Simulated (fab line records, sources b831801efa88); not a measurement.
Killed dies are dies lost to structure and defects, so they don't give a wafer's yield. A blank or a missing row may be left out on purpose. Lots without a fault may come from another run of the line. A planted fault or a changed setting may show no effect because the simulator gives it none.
Chamber matching | flow sky130 | SKY_PASSIVATION_CVD_00 on pecvd-01: 3 sister chambers
The step deposits SiO2, target thk 90 nm. 6 wafers are shown with their chamber, then 7 later ones without.

WAFERS WITH THEIR CHAMBER
wafer  | chamber | heater_power_w (W)
L087.4 | 2       | 561
L087.6 | 0       | 723
L089.2 | 0       | 689
L089.4 | 2       | 519
L091.1 | 1       | 448
L091.4 | 1       | 449

WAFERS WITHOUT THEIR CHAMBER
wafer  | heater_power_w (W)
L091.5 | 635
L092.1 | 558
L092.2 | 515
L092.5 | 559
L093.1 | 568
L093.2 | 478
L093.6 | 570

WHICH CHAMBER EACH WENT THROUGH
wafer  | from the rows above     | in truth
L091.5 | can't be placed: 0 or 2 | 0
L092.1 | 2                       | 2
L092.2 | can't be placed: 2 or 1 | 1
L092.5 | 2                       | 2
L093.1 | 2                       | 2
L093.2 | can't be placed: 1 or 2 | 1
L093.6 | 2                       | 2
Placed correctly: 4 of 7. Can't be placed from these rows: 3 (the true chamber is among the candidates in 3). Placed wrongly: 0.
How it was worked out, from the rows above alone: a wafer's distance from a chamber is the root of the sum, over the readings, of the square of ((its reading less the chamber's mean) divided by the reading's scatter). The wafer belongs to the nearest chamber; if the next one is less than 2 further off, it can't be placed. A chamber's mean is the mean of its shown wafers. The scatter: the root of (the sum of the squares of (reading less its chamber's mean) over the shown wafers, divided by (wafers less chambers)).
